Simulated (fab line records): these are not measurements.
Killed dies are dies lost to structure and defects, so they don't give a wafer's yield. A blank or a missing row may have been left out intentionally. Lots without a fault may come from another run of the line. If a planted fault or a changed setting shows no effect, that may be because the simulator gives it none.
fab line records	flow sfq-line	part 1 of 2: steps 1 to 28 of 38
record lots=5	wafers=15	last-day=86
route steps=325 shown L0@7 L0V@16 M0@28 I0@43
lots that met no fault: taken from a fault-free run of the same line
start-h: hours from the record's first day to the start of the lot's first wafer shown	wait-h: hours elapsed since this lot's preceding step	" the same as in the row above	L1.1+2: one row covering several wafers at once	- either no value or no given start	* or withheld: withheld	< > ~ a bound
route shown NAME@n: a module of which the file shows steps, and the number in the route of the first	usual: mean/standard deviation taken from wafers without a fault	same: alike in all rows	chamber/n: place in a boat	sites: readings site by site	_std_site: their standard deviation	_edge_site: the outer-site mean with the inner-site mean subtracted	radius-mm: how far each site lies from the wafer's centre	mask NAME#n: copy n	behind: the most recent tool/chamber to have shaped the wafer	hold: reason for holding the lot/hours on hold/outcome of the hold	device: the transistor (n, p or np) that didn't switch	end of line: the tests these same wafers got at the end of their route	a step with no rows: only its recipe	killed: dies lost to structure and defects at the first sort, not the wafer's yield	map: the dies of a wafer, with x for killed, . for not killed, _ for no die there
set.NAME: setting as actually run; set.NAME@STEP: the setting as run at that earlier step	model.NAME: the simulator's own value behind a step, which no gauge read
lots at some steps of the route; a table a step, a row a wafer
services: a tool's chamber out of use, with start hour (start-h, from the record's first day; less than 0 if before it), hours out, and reason
## steps
# step SFQ_TRILAYER_L0_LITHO_COAT_005
# recipe resist=KrF	spin-rpm=3000	resist-thk-nm=600
lot.wafer	tool	chamber	start-h	wait-h
L077.1+3+4	litho-track-04	0	28.04	0.2
L078.2+3+4	litho-track-04	0	33.09	0.2
L081.1+3+5	litho-track-04	0	48.04	0.2
L083.1+2+4	litho-track-03	0	58.04	0.2
L094.1+5+6	litho-track-04	0	113.10	0.2
# step SFQ_TRILAYER_L0_LITHO_SOFTBAKE_009
# recipe temp-c=withheld	time-s=withheld	resist=KrF
lot.wafer	tool	chamber	start-h	wait-h
L077.1+3+4	litho-track-04	0	28.34	0.2
L078.2+3+4	litho-track-04	0	33.37	0.2
L081.1+3+5	litho-track-04	0	48.34	0.2
L083.1+2+4	litho-track-03	0	58.34	0.2
L094.1+5+6	litho-track-04	0	113.40	0.2
# step SFQ_TRILAYER_L0_LITHO_EXPOSE_006
# recipe mask-id=L0	na=0.6	source-shape=conventional	sigma-outer=0.65	target-cd-nm=2000	dose-mj=14.4
# usual focus-offset-nm=0.0/0.51
# same sigma-outer=0.65
lot.wafer	tool	chamber	start-h	wait-h	mask	focus-offset-nm
L077.1	krf-scanner-02	0	97.08	-	L0#0	-0.3
L077.3	"	0	"	"	L0#0	-0.7
L077.4	"	0	"	"	L0#0	-0.4
L078.2	krf-scanner-02	0	105.68	-	L0#0	0.0
L078.3	"	0	"	"	L0#0	-0.9
L078.4	"	0	"	"	L0#0	-1.2
L081.1	krf-scanner-02	0	122.28	-	L0#0	-0.1
L081.3	"	0	"	"	L0#0	-0.4
L081.5	"	0	"	"	L0#0	0.0
L083.1	krf-scanner-02	0	134.28	-	L0#0	0.3
L083.2	"	0	"	"	L0#0	-0.2
L083.4	"	0	"	"	L0#0	0.0
L094.1	krf-scanner-01	0	189.76	-	L0#0	-0.1
L094.5	"	0	"	"	L0#0	0.4
L094.6	"	0	"	"	L0#0	0.7
# step SFQ_TRILAYER_L0_LITHO_PEB_008
# recipe peb-temp-c=115	peb-time-s=60	resist=KrF
lot.wafer	tool	chamber	start-h	wait-h
L077.1+3+4	litho-track-04	0	98.28	1.0
L078.2+3+4	litho-track-02	0	106.71	0.8
L081.1+3+5	litho-track-02	0	123.48	1.0
L083.1+2+4	litho-track-04	0	135.48	1.0
L094.1+5+6	litho-track-02	0	190.96	1.0
# step SFQ_TRILAYER_L0_LITHO_DEVELOP_007
# recipe time-s=60	resist=KrF
# same time-s=60
lot.wafer	tool	chamber	start-h	wait-h
L077.1+3+4	litho-track-04	0	98.43	0.1
L078.2+3+4	litho-track-02	0	106.86	0.1
L081.1+3+5	litho-track-02	0	123.63	0.1
L083.1+2+4	litho-track-04	0	135.63	0.1
L094.1+5+6	litho-track-02	0	191.11	0.1
# step SFQ_TRILAYER_L0_BARC_OPEN_METAL_ETCH_010
# recipe mask-material=PR	chemistry=O2	target-depth-nm=125	target=BARC	icp-w=600	bias-w=80	pressure-mtorr=10	time-s=41.7
# usual drypump-motor-current-A=5.7/0.35	oes-product-au=0.685/0.0052
# same time-s=41.7
lot.wafer	tool	chamber	start-h	wait-h	drypump-motor-current-A	oes-product-au	rf-hours-counter-h
L077.1	rie-metal-04	1	98.58	0.1	5.8	0.690	6
L077.3	"	0	"	"	5.0	0.684	-
L077.4	"	1	"	"	5.8	0.689	-
L078.2	rie-metal-03	0	106.98	0.1	5.9	0.684	127
L078.3	"	1	"	"	6.0	0.685	-
L078.4	"	0	"	"	5.9	0.696	-
L081.1	rie-metal-04	0	123.78	0.1	5.0	0.692	93
L081.3	"	0	"	"	5.0	0.689	-
L081.5	"	0	"	"	5.0	0.682	-
L083.1	rie-metal-04	0	135.78	0.1	5.0	0.689	96
L083.2	"	1	"	"	5.8	0.684	9
L083.4	"	0	"	"	5.0	0.680	-
L094.1	rie-metal-03	0	191.26	0.1	5.9	0.680	142
L094.5	"	1	"	"	6.0	0.693	-
L094.6	"	0	"	"	5.9	0.685	-
# step SFQ_TRILAYER_L0_ETCH_METAL_ETCH_008
# recipe target=MoNx_KI	stop-on=SiO2	mask-material=PR	chemistry=SF6/O2	target-depth-nm=50	icp-w=600	bias-w=80	pressure-mtorr=10	time-s=25
# usual drypump-motor-current-A=5.7/0.35	oes-product-au=0.873/0.009
# same time-s=25
lot.wafer	tool	chamber	start-h	wait-h	drypump-motor-current-A	oes-product-au	rf-hours-counter-h
L077.1	rie-metal-04	1	98.64	0.0	5.8	0.873	6
L077.3	"	0	"	"	5.0	0.885	-
L077.4	"	1	"	"	5.8	0.872	-
L078.2	rie-metal-03	0	107.04	0.0	5.9	0.862	127
L078.3	"	1	"	"	6.0	0.878	-
L078.4	"	0	"	"	6.0	0.880	-
L081.1	rie-metal-04	0	123.90	0.1	5.0	0.884	93
L081.3	"	0	"	"	5.0	0.881	-
L081.5	"	0	"	"	5.0	0.881	-
L083.1	rie-metal-04	0	135.84	0.0	5.0	0.864	96
L083.2	"	1	"	"	5.8	0.870	9
L083.4	"	0	"	"	5.0	0.886	-
L094.1	rie-metal-03	0	191.32	0.0	5.9	0.880	142
L094.5	"	1	"	"	5.9	0.881	-
L094.6	"	0	"	"	6.0	0.869	-
# step SFQ_TRILAYER_L0_STRIP_STRIP_009
# recipe gas=O2	power-w=200	platen-temp-c=40	overash-fraction=0.65	chemistry=O2	pressure-mtorr=50
# usual drypump-motor-current-A=5.7/0.35	oes-product-au=0.997/0.015	platen-temp-c=40.00/0.12
lot.wafer	tool	chamber	start-h	wait-h	drypump-motor-current-A	oes-product-au	platen-temp-c	rf-hours-counter-h
L077.1	rie-metal-04	1	98.69	0.0	5.8	0.986	40.15	6
L077.3	"	0	"	"	5.0	1.001	40.16	-
L077.4	"	1	"	"	5.8	0.982	40.01	-
L078.2	rie-metal-03	0	107.09	0.0	5.9	0.977	40.21	127
L078.3	"	1	"	"	6.0	1.005	40.00	-
L078.4	"	0	"	"	5.9	0.979	40.13	-
L081.1	rie-metal-04	0	123.99	0.1	5.0	1.004	39.94	93
L081.3	"	0	"	"	5.0	1.006	40.12	-
L081.5	"	0	"	"	5.0	1.005	39.96	-
L083.1	rie-metal-04	0	135.89	0.0	5.0	1.010	40.14	96
L083.2	"	1	"	"	5.8	0.998	40.04	9
L083.4	"	0	"	"	5.0	1.013	40.21	-
L094.1	rie-metal-03	0	191.36	0.0	5.9	0.988	39.98	142
L094.5	"	1	"	"	5.9	1.029	40.04	-
L094.6	"	0	"	"	5.9	0.989	39.81	-
# step SFQ_TRILAYER_L0_STRIP_SOLV_CLEAN_010
# recipe chemistry=NMP	temp-c=70	time-s=600
# same time-s=600
lot.wafer	tool	chamber	start-h	wait-h
L077.1+3+4	wet-bench-03	7,0,5	99.29	0.4
L078.2+3+4	wet-bench-02	2,0,5	107.69	0.4
L081.1+3+5	wet-bench-02	1,0,7	125.19	1.0
L083.1+2+4	wet-bench-03	6,1,2	136.49	0.4
L094.1+5+6	wet-bench-03	5,4,3	191.96	0.4
# step SFQ_TRILAYER_L0_CAP_PECVD_011
# recipe material=SiO2	temp-c=150	time-s=13.333	pressure-torr=2.4	rf-w=183.3	precursor=SiH4/N2O	target-thk-nm=60
# usual chamber-pressure-Torr=2.401/0.0053	heater-power-w=84/15	throttle-valve-pct=24.9/1.1
# same time-s=13.333
lot.wafer	tool	chamber	start-h	wait-h	chamber-pressure-Torr	heater-power-w	throttle-valve-pct
L077.1	pecvd-04	2	99.46	0.0	2.408	63	24.7
L077.3	"	0	"	"	2.393	86	25.1
L077.4	"	0	"	"	2.385	86	25.1
L078.2	pecvd-04	1	107.86	0.0	2.403	87	24.7
L078.3	"	2	"	"	2.399	69	25.0
L078.4	"	0	"	"	2.396	83	25.0
L081.1	pecvd-01	1	125.37	0.0	2.406	95	24.0
L081.3	"	0	"	"	2.406	64	24.4
L081.5	"	2	"	"	2.406	66	24.8
L083.1	pecvd-01	0	136.66	0.0	2.401	74	24.4
L083.2	"	1	"	"	2.402	95	23.9
L083.4	"	1	"	"	2.404	96	23.8
L094.1	pecvd-01	0	192.14	0.0	2.403	77	24.5
L094.5	"	2	"	"	2.405	80	25.1
L094.6	"	1	"	"	2.398	91	23.8
# step SFQ_TRILAYER_L0_VIA_LITHO_COAT_018
# recipe resist=BARC	spin-rpm=3000	resist-thk-nm=62
lot.wafer	tool	chamber	start-h	wait-h
L077.1+3+4	litho-track-03	0	99.49	0.0
L078.2+3+4	litho-track-04	0	107.94	0.1
L081.1+3+5	litho-track-01	0	125.39	0.0
L083.1+2+4	litho-track-04	0	136.69	0.0
L094.1+5+6	litho-track-01	0	192.16	0.0
# step SFQ_TRILAYER_L0_VIA_LITHO_COAT_013
# recipe resist=KrF	spin-rpm=3000	resist-thk-nm=650
lot.wafer	tool	chamber	start-h	wait-h
L077.1+3+4	litho-track-03	0	99.79	0.2
L078.2+3+4	litho-track-04	0	108.24	0.2
L081.1+3+5	litho-track-01	0	125.69	0.2
L083.1+2+4	litho-track-04	0	136.99	0.2
L094.1+5+6	litho-track-01	0	192.46	0.2
# step SFQ_TRILAYER_L0_VIA_LITHO_SOFTBAKE_017
# recipe temp-c=withheld	time-s=withheld	resist=KrF
lot.wafer	tool	chamber	start-h	wait-h
L077.1+3+4	litho-track-03	0	100.09	0.2
L078.2+3+4	litho-track-04	0	108.51	0.2
L081.1+3+5	litho-track-01	0	125.99	0.2
L083.1+2+4	litho-track-04	0	137.29	0.2
L094.1+5+6	litho-track-01	0	192.76	0.2
# step SFQ_TRILAYER_L0_VIA_LITHO_EXPOSE_014
# recipe mask-id=L0V	na=0.6	source-shape=conventional	sigma-outer=0.65	target-cd-nm=700	dose-mj=21.3
# usual focus-offset-nm=0.0/0.56
# same sigma-outer=0.65
lot.wafer	tool	chamber	start-h	wait-h	mask	focus-offset-nm
L077.1	krf-scanner-01	0	109.36	-	L0V#0	0.6
L077.3	"	0	"	"	L0V#0	0.0
L077.4	"	0	"	"	L0V#0	0.1
L078.2	krf-scanner-01	0	116.76	-	L0V#0	0.0
L078.3	"	0	"	"	L0V#0	-0.3
L078.4	"	0	"	"	L0V#0	0.1
L081.1	krf-scanner-01	0	135.76	-	L0V#0	-0.9
L081.3	"	0	"	"	L0V#0	-0.4
L081.5	"	0	"	"	L0V#0	-0.6
L083.1	krf-scanner-01	0	211.16	-	L0V#0	-0.1
L083.2	"	0	"	"	L0V#0	-0.4
L083.4	"	0	"	"	L0V#0	-0.7
L094.1	krf-scanner-02	0	290.73	-	L0V#0	-0.9
L094.5	"	0	"	"	L0V#0	-0.8
L094.6	"	0	"	"	L0V#0	-0.6
# step SFQ_TRILAYER_L0_VIA_LITHO_PEB_016
# recipe peb-temp-c=115	peb-time-s=60	resist=KrF
lot.wafer	tool	chamber	start-h	wait-h
L077.1+3+4	litho-track-01	0	110.56	1.0
L078.2+3+4	litho-track-04	0	117.81	0.8
L081.1+3+5	litho-track-03	0	136.96	1.0
L083.1+2+4	litho-track-04	0	212.36	1.0
L094.1+5+6	litho-track-01	0	291.93	1.0
# step SFQ_TRILAYER_L0_VIA_LITHO_DEVELOP_015
# recipe time-s=60	resist=KrF
# same time-s=60
lot.wafer	tool	chamber	start-h	wait-h
L077.1+3+4	litho-track-01	0	110.71	0.1
L078.2+3+4	litho-track-04	0	117.96	0.1
L081.1+3+5	litho-track-03	0	137.11	0.1
L083.1+2+4	litho-track-04	0	212.51	0.1
L094.1+5+6	litho-track-01	0	292.08	0.1
# step SFQ_L0V_OVL_MEAS_903
# usual L0V_OVL=-2/6.1
lot.wafer	tool	chamber	start-h	wait-h	L0V_OVL[nm]
L077.1	overlay-02	-	110.86	0.1	-2
L077.3	"	-	"	"	-4
L077.4	"	-	"	"	-2
L078.2	overlay-02	-	118.09	0.1	-9
L078.3	"	-	"	"	5
L078.4	"	-	"	"	-11
L081.1	overlay-01	-	137.26	0.1	-1
L081.3	"	-	"	"	-1
L081.5	"	-	"	"	3
L083.1	overlay-01	-	212.66	0.1	4
L083.2	"	-	"	"	3
L083.4	"	-	"	"	3
L094.1	overlay-02	-	292.23	0.1	1
L094.5	"	-	"	"	-1
L094.6	"	-	"	"	2
# step SFQ_TRILAYER_L0_VIA_BARC_OPEN_VIA_ETCH_021
# recipe mask-material=PR	chemistry=O2	target-depth-nm=125	target=BARC	source-w=500	bias-w=80	pressure-mtorr=30	time-s=41.7
# usual drypump-motor-current-A=5.9/0.52	oes-product-au=0.685/0.0044
# same time-s=41.7
lot.wafer	tool	chamber	start-h	wait-h	drypump-motor-current-A	oes-product-au	rf-hours-counter-h
L077.1	rie-diel-03	2	110.89	0.0	6.7	0.685	1
L077.3	"	1	"	"	5.3	0.686	0
L077.4	"	3	"	"	6.3	0.685	116
L078.2	rie-diel-03	0	118.12	0.0	6.1	0.682	1
L078.3	"	3	"	"	6.3	0.694	116
L078.4	"	2	"	"	6.7	0.683	1
L081.1	rie-diel-03	0	137.29	0.0	6.1	0.687	1
L081.3	"	3	"	"	6.3	0.687	117
L081.5	"	2	"	"	6.7	0.683	-
L083.1	rie-diel-04	3	212.69	0.0	5.4	0.689	139
L083.2	"	1	"	"	6.0	0.684	145
L083.4	"	0	"	"	5.3	0.691	129
L094.1	rie-diel-03	3	292.27	0.0	6.3	0.688	119
L094.5	"	2	"	"	6.7	0.679	-
L094.6	"	3	"	"	6.3	0.676	-
# step SFQ_TRILAYER_L0_VIA_ETCH_VIA_ETCH_016
# recipe target=SiO2	stop-on=MoNx_KI	mask-material=PR	chemistry=CHF3	target-depth-nm=80	source-w=500	bias-w=80	pressure-mtorr=30	time-s=withheld
# usual drypump-motor-current-A=5.9/0.52	oes-product-au=0.843/0.0087
lot.wafer	tool	chamber	start-h	wait-h	drypump-motor-current-A	oes-product-au
L077.1	rie-diel-03	2	110.93	0.0	6.7	0.832
L077.3	"	1	"	"	5.3	0.844
L077.4	"	3	"	"	6.3	0.842
L078.2	rie-diel-03	0	118.16	0.0	6.1	0.841
L078.3	"	3	"	"	6.3	0.826
L078.4	"	2	"	"	6.7	0.837
L081.1	rie-diel-03	0	137.33	0.0	6.1	0.835
L081.3	"	3	"	"	6.3	0.829
L081.5	"	2	"	"	6.7	0.830
L083.1	rie-diel-04	3	212.73	0.0	5.4	0.831
L083.2	"	1	"	"	6.0	0.837
L083.4	"	0	"	"	5.3	0.850
L094.1	rie-diel-03	3	292.31	0.0	6.3	0.827
L094.5	"	2	"	"	6.7	0.849
L094.6	"	3	"	"	6.3	0.851
# step SFQ_TRILAYER_L0_VIA_STRIP_STRIP_017
# recipe gas=O2	power-w=200	platen-temp-c=40	overash-fraction=0.65	chemistry=O2	pressure-mtorr=50
# usual drypump-motor-current-A=5.9/0.37	oes-product-au=1.001/0.011	platen-temp-c=40.03/0.12
lot.wafer	tool	chamber	start-h	wait-h	drypump-motor-current-A	oes-product-au	platen-temp-c	rf-hours-counter-h
L077.1	rie-metal-04	0	110.98	-	5.0	1.009	40.25	88
L077.3	"	0	"	"	5.0	1.006	39.99	-
L077.4	"	0	"	"	5.0	0.996	40.07	-
L078.2	rie-metal-01	0	118.40	-	6.1	1.001	39.96	-
L078.3	"	0	"	"	6.1	1.007	40.12	-
L078.4	"	0	"	"	6.1	1.011	39.93	-
L081.1	rie-metal-04	0	137.38	-	5.0	1.007	40.03	96
L081.3	"	1	"	"	5.8	1.000	39.97	-
L081.5	"	0	"	"	5.0	1.006	40.02	-
L083.1	rie-metal-03	0	212.78	-	6.0	0.977	40.20	146
L083.2	"	1	"	"	5.9	1.026	40.02	26
L083.4	"	1	"	"	6.0	1.020	40.09	-
L094.1	rie-metal-01	0	292.35	-	6.1	1.007	40.10	167
L094.5	"	0	"	"	6.0	1.012	40.22	-
L094.6	"	1	"	"	6.3	0.999	40.08	-
# step SFQ_TRILAYER_L0_VIA_STRIP_SOLV_CLEAN_018
# recipe chemistry=NMP	temp-c=70	time-s=600
# same time-s=600
lot.wafer	tool	chamber	start-h	wait-h
L077.1+3+4	wet-bench-04	5,4,0	112.18	1.0
L078.2+3+4	wet-bench-04	4,0,3	119.40	0.8
L081.1+3+5	wet-bench-01	2,0,5	137.98	0.4
L083.1+2+4	wet-bench-02	4,3,5	213.38	0.4
L094.1+5+6	wet-bench-02	4,2,0	292.95	0.4
# step SFQ_TRILAYER_M0_DEP_PRE_CLEAN_020
# recipe gas=Ar	time-s=15	bias-v=250
# usual bias-v=250.3/2.5
# same time-s=15
lot.wafer	tool	chamber	start-h	wait-h	bias-v
L077.1	pvd-sputter-06	-	112.35	0.0	253.0
L077.3	"	-	"	"	245.8
L077.4	"	-	"	"	253.9
L078.2	pvd-sputter-05	-	119.58	0.0	249.6
L078.3	"	-	"	"	252.1
L078.4	"	-	"	"	249.9
L081.1	pvd-sputter-04	-	138.15	0.0	248.2
L081.3	"	-	"	"	250.1
L081.5	"	-	"	"	253.0
L083.1	pvd-sputter-06	-	213.55	0.0	252.4
L083.2	"	-	"	"	247.9
L083.4	"	-	"	"	251.1
L094.1	pvd-sputter-05	-	293.13	0.0	246.0
L094.5	"	-	"	"	248.1
L094.6	"	-	"	"	252.6
# step SFQ_TRILAYER_M0_DEP_SPUTTER_019
# recipe material=Nb	base-pressure-pa=1.33e-06	chamber-pressure-pa=0.1333	substrate-temp-c=20	resputter-cathode-voltage-v=400	target-thk-nm=200	power-w=2000	time-s=133.3
# usual throttle-valve-pct=30.0/1.4
# same time-s=133.3
lot.wafer	tool	chamber	start-h	wait-h	throttle-valve-pct
L077.1	pvd-sputter-06	-	112.38	0.0	30.1
L077.3	"	-	"	"	30.2
L077.4	"	-	"	"	30.0
L078.2	pvd-sputter-05	-	119.60	0.0	32.0
L078.3	"	-	"	"	29.4
L078.4	"	-	"	"	30.5
L081.1	pvd-sputter-04	-	138.18	0.0	31.1
L081.3	"	-	"	"	29.1
L081.5	"	-	"	"	29.9
L083.1	pvd-sputter-06	-	213.58	0.0	29.9
L083.2	"	-	"	"	30.2
L083.4	"	-	"	"	29.7
L094.1	pvd-sputter-05	-	293.15	0.0	30.5
L094.5	"	-	"	"	31.3
L094.6	"	-	"	"	31.9
# step SFQ_M0_RS_MEAS_904
# recipe thk-meas-gauge=four-point-probe	reads=Nb_of_TRILAYER_M0_DEP_SPUTTER_019
# usual M0_NB_RS=0.890/0.0092
lot.wafer	tool	chamber	start-h	wait-h	M0_NB_RS[ohm/sq]
L077.1	film-metro-03	-	112.47	0.0	0.876
L077.3	"	-	"	"	0.882
L077.4	"	-	"	"	0.884
L078.2	film-metro-04	-	119.71	0.1	0.877
L078.3	"	-	"	"	0.883
L078.4	"	-	"	"	0.871
L081.1	film-metro-03	-	138.27	0.0	0.882
L081.3	"	-	"	"	0.899
L081.5	"	-	"	"	0.889
L083.1	film-metro-04	-	213.67	0.0	0.884
L083.2	"	-	"	"	0.879
L083.4	"	-	"	"	0.890
L094.1	film-metro-04	-	293.24	0.0	0.887
L094.5	"	-	"	"	0.884
L094.6	"	-	"	"	0.897
# step SFQ_TRILAYER_M0_LITHO_COAT_026
# recipe resist=BARC	spin-rpm=3000	resist-thk-nm=62
lot.wafer	tool	chamber	start-h	wait-h
L077.1+3+4	litho-track-01	0	112.65	0.1
L078.2+3+4	litho-track-02	0	119.92	0.1
L081.1+3+5	litho-track-01	0	138.46	0.1
L083.1+2+4	litho-track-02	0	213.85	0.1
L094.1+5+6	litho-track-01	0	293.42	0.1
# step SFQ_TRILAYER_M0_LITHO_COAT_021
# recipe resist=KrF	spin-rpm=3000	resist-thk-nm=600
lot.wafer	tool	chamber	start-h	wait-h
L077.1+3+4	litho-track-01	0	112.95	0.2
L078.2+3+4	litho-track-02	0	120.22	0.2
L081.1+3+5	litho-track-01	0	138.76	0.2
L083.1+2+4	litho-track-02	0	214.15	0.2
L094.1+5+6	litho-track-01	0	293.72	0.2
# step SFQ_TRILAYER_M0_LITHO_SOFTBAKE_025
# recipe temp-c=withheld	time-s=withheld	resist=KrF
lot.wafer	tool	chamber	start-h	wait-h
L077.1+3+4	litho-track-01	0	113.25	0.2
L078.2+3+4	litho-track-02	0	120.50	0.2
L081.1+3+5	litho-track-01	0	139.06	0.2
L083.1+2+4	litho-track-02	0	214.45	0.2
L094.1+5+6	litho-track-01	0	294.02	0.2
# step SFQ_TRILAYER_M0_LITHO_EXPOSE_022
# recipe mask-id=M0	na=0.6	source-shape=conventional	sigma-outer=0.65	target-cd-nm=500	dose-mj=14.4
# usual focus-offset-nm=0.0/0.48
# same sigma-outer=0.65
lot.wafer	tool	chamber	start-h	wait-h	mask	focus-offset-nm
L077.1	krf-scanner-01	0	188.56	-	M0#0	0.0
L077.3	"	0	"	"	M0#0	-0.1
L077.4	"	0	"	"	M0#0	0.6
L078.2	krf-scanner-01	0	194.76	-	M0#0	-0.5
L078.3	"	0	"	"	M0#0	0.4
L078.4	"	0	"	"	M0#0	0.6
L081.1	krf-scanner-01	0	215.96	-	M0#0	-0.5
L081.3	"	0	"	"	M0#0	0.1
L081.5	"	0	"	"	M0#0	-0.3
L083.1	krf-scanner-01	0	325.30	-	M0#0	-0.2
L083.2	"	0	"	"	M0#0	0.0
L083.4	"	0	"	"	M0#0	-0.5
L094.1	krf-scanner-02	0	426.39	-	M0#0	1.5
L094.5	"	0	"	"	M0#0	0.8
L094.6	"	0	"	"	M0#0	1.0
